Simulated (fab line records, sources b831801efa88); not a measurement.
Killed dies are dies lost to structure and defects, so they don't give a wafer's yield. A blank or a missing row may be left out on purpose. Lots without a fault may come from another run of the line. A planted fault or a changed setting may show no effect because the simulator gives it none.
Which tool did it? | flow gf180mcu | 12 lots, 36 wafers sampled, at 5 steps of a route of 602

WHAT THE GAUGES READ, wafer by wafer
GF_M3_RS_MEAS_05: measures by four-point-probe. Usual: M3_ALCU_RS 0.0693 ohm/sq, standard deviation 0.00097.
lot  | measured     | on            | M3_ALCU_RS (ohm/sq)  | flag
L703 | day 20 18:53 | film_metro-02 | 0.0702 0.0696 0.0692 |
L704 | day 21 07:00 | film_metro-02 | 0.0695 0.0688 0.0688 |
L705 | day 21 15:05 | film_metro-04 | 0.0703 0.0694 0.0683 |
L707 | day 22 07:26 | film_metro-03 | 0.0684 0.0674 0.0677 |
L708 | day 23 00:43 | film_metro-02 | 0.0701 0.0683 0.0694 |
L717 | day 25 20:40 | film_metro-03 | 0.0705 0.0700 0.0699 |
L718 | day 26 00:31 | film_metro-04 | 0.0685 0.0698 0.0714 |
L720 | day 26 13:55 | film_metro-03 | 0.0704 0.0702 0.0704 |
L721 | day 26 23:40 | film_metro-03 | 0.0683 0.0679 0.0680 |
L722 | day 27 13:16 | film_metro-04 | 0.0694 0.0689 0.0696 |
L723 | day 27 14:32 | film_metro-03 | 0.0697 0.0694 0.0695 |
L725 | day 28 05:19 | film_metro-02 | 0.0698 0.0705 0.0705 |

GF_V3_BOW_MEAS_05. Usual: V3_BOW 116 um, standard deviation 9.5.
lot  | measured     | on            | V3_BOW (um) | flag
L703 | day 21 20:04 | film_metro-04 | 128 118 123 |
L704 | day 22 07:53 | film_metro-01 | 113 128 117 |
L705 | day 22 16:03 | film_metro-02 | 110 118 114 |
L707 | day 23 08:03 | film_metro-04 | 121 116 118 |
L708 | day 24 00:13 | film_metro-04 | 115 109 113 |
L717 | day 26 18:58 | film_metro-02 | 116 106 113 |
L718 | day 26 23:01 | film_metro-02 | 113 128 123 |
L720 | day 27 11:43 | film_metro-02 | 116 110 126 |
L721 | day 27 21:11 | film_metro-04 | 120 123 126 |
L722 | day 28 10:40 | film_metro-04 | 106 121 121 |
L723 | day 28 11:39 | film_metro-01 | 128 118 119 |
L725 | day 29 02:05 | film_metro-04 | 127 133 124 |

GF_V3_CD_MEAS_14: target cd 260 nm. Usual: cd_nm 259.9 nm, standard deviation 1.3.
lot  | measured     | on        | cd_nm (nm)        | flag
L703 | day 22 18:56 | cd_sem-01 | 258.3 258.5 258.4 |
L704 | day 23 06:49 | cd_sem-02 | 260.1 260.3 260.4 |
L705 | day 23 15:08 | cd_sem-02 | 260.3 259.5 259.5 |
L707 | day 24 06:40 | cd_sem-01 | 262.5 263.6 262.5 |
L708 | day 24 21:46 | cd_sem-02 | 259.0 260.2 258.7 |
L717 | day 27 15:22 | cd_sem-02 | 215.0 213.0 213.8 | OFF
L718 | day 27 19:29 | cd_sem-01 | 216.2 216.7 216.0 | OFF
L720 | day 28 07:35 | cd_sem-02 | 258.7 259.7 258.2 |
L721 | day 28 17:10 | cd_sem-02 | 258.7 259.6 258.0 |
L722 | day 29 05:58 | cd_sem-02 | 259.1 259.5 260.3 |
L723 | day 29 06:43 | cd_sem-02 | 260.2 260.1 258.5 |
L725 | day 29 20:32 | cd_sem-01 | 260.4 260.4 260.4 |

WHICH TOOL RAN EACH LOT (tool, then ch and the chambers of the sampled wafers, then the start)
lot  | GF_V3_CVD_02                    | GF_V3_EXPOSE_11
L703 | pecvd-03 ch 0,1,2, day 21 19:38 | krf_scanner-01 ch 0, day 22 07:40
L704 | pecvd-01 ch 0,1,2, day 22 07:28 | krf_scanner-02 ch 0, day 22 19:32
L705 | pecvd-03 ch 0,2, day 22 15:37   | krf_scanner-02 ch 0, day 23 03:43
L707 | pecvd-03 ch 0,1,2, day 23 07:37 | krf_scanner-02 ch 0, day 23 19:38
L708 | pecvd-01 ch 0,1,2, day 23 23:47 | krf_scanner-02 ch 0, day 24 11:25
L717 | pecvd-04 ch 0,1,2, day 26 18:30 | krf_scanner-02 ch 0, day 27 05:26
L718 | pecvd-04 ch 0,1,2, day 26 22:34 | krf_scanner-02 ch 0, day 27 09:35
L720 | pecvd-01 ch 0,1, day 27 11:16   | krf_scanner-01 ch 0, day 27 22:02
L721 | pecvd-03 ch 0,1,2, day 27 20:45 | krf_scanner-01 ch 0, day 28 07:13
L722 | pecvd-03 ch 0,1, day 28 10:13   | krf_scanner-01 ch 0, day 28 20:25
L723 | pecvd-03 ch 0,1, day 28 11:13   | krf_scanner-01 ch 0, day 28 21:43
L725 | pecvd-01 ch 1,2, day 29 01:38   | krf_scanner-01 ch 0, day 29 11:50
- GF_V3_CVD_02: deposits SiO2 from TEOS, target thk 850 nm, time 94.851 s.
- GF_V3_EXPOSE_11: exposes mask Via3, target cd 260 nm.

WHAT THE TOOLS THEMSELVES READ (means of the sampled wafers that have a number; where no wafer has one, the mark that the record gives instead)
GF_V3_CVD_02. Usual: heater_power_outer_w 371 W, standard deviation 62; heater_power_w 634 W, standard deviation 86; rf_fwd_power_W 595.5 W, standard deviation 2.
lot  | tool     | heater_power_outer_w (W) | heater_power_w (W) | rf_fwd_power_W (W) | flag
L703 | pecvd-03 | 357                      | 598                | 595.5              |
L704 | pecvd-01 | 400                      | 680                | 595.7              |
L705 | pecvd-03 | 408                      | 659                | 594.8              |
L707 | pecvd-03 | 366                      | 624                | 595.2              |
L708 | pecvd-01 | 367                      | 642                | 595.6              |
L717 | pecvd-04 | 291                      | 524                | 596.3              |
L718 | pecvd-04 | 341                      | 599                | 596.4              |
L720 | pecvd-01 | 373                      | 646                | 593.4              |
L721 | pecvd-03 | 369                      | 613                | 595.7              |
L722 | pecvd-03 | 327                      | 575                | 597.7              |
L723 | pecvd-03 | 366                      | 637                | 595.8              |
L725 | pecvd-01 | 384                      | 667                | 595.2              |

GF_V3_EXPOSE_11. Usual: exposure_dose_mJ_cm2 38.42, standard deviation 0.04.
lot  | tool           | exposure_dose_mJ_cm2 | flag
L703 | krf_scanner-01 | 38.44                |
L704 | krf_scanner-02 | 38.41                |
L705 | krf_scanner-02 | 38.42                |
L707 | krf_scanner-02 | 38.38                |
L708 | krf_scanner-02 | 38.43                |
L717 | krf_scanner-02 | 28.81                | OFF
L718 | krf_scanner-02 | 28.85                | OFF
L720 | krf_scanner-01 | 38.46                |
L721 | krf_scanner-01 | 38.47                |
L722 | krf_scanner-01 | 38.37                |
L723 | krf_scanner-01 | 38.47                |
L725 | krf_scanner-01 | 38.46                |

THE ANSWER, worked out from the rows above alone
Rule: a lot is off if the mean of its wafers that have a number lies more than 3 standard deviations from the usual mean. A lot without any number at a reading at which 4 lots or more have one is off too. The other lots that the step has rows for count as sound. The gauges are gone through in route order, then the tools' own readings, and for those a lot's mean is taken as printed above. The first step at which some lot is off is used, and at that step the reading that is off furthest; a lot without a number counts as furthest.
Off: L717, L718, at GF_V3_CD_MEAS_14 (cd_nm).
A tool fits if, at a process step before that reading, it ran every lot that is off, and no sound lot after the first of them. The gauges at GF_V3_CD_MEAS_14 aren't tried: what is off there is off at GF_V3_EXPOSE_11 too, on other tools, and a gauge's error can't cause that. Can't be told from this: 2 tools fit, pecvd-04 at GF_V3_CVD_02, krf_scanner-02 at GF_V3_EXPOSE_11.

WHAT THE SIMULATOR HAD PUT IN
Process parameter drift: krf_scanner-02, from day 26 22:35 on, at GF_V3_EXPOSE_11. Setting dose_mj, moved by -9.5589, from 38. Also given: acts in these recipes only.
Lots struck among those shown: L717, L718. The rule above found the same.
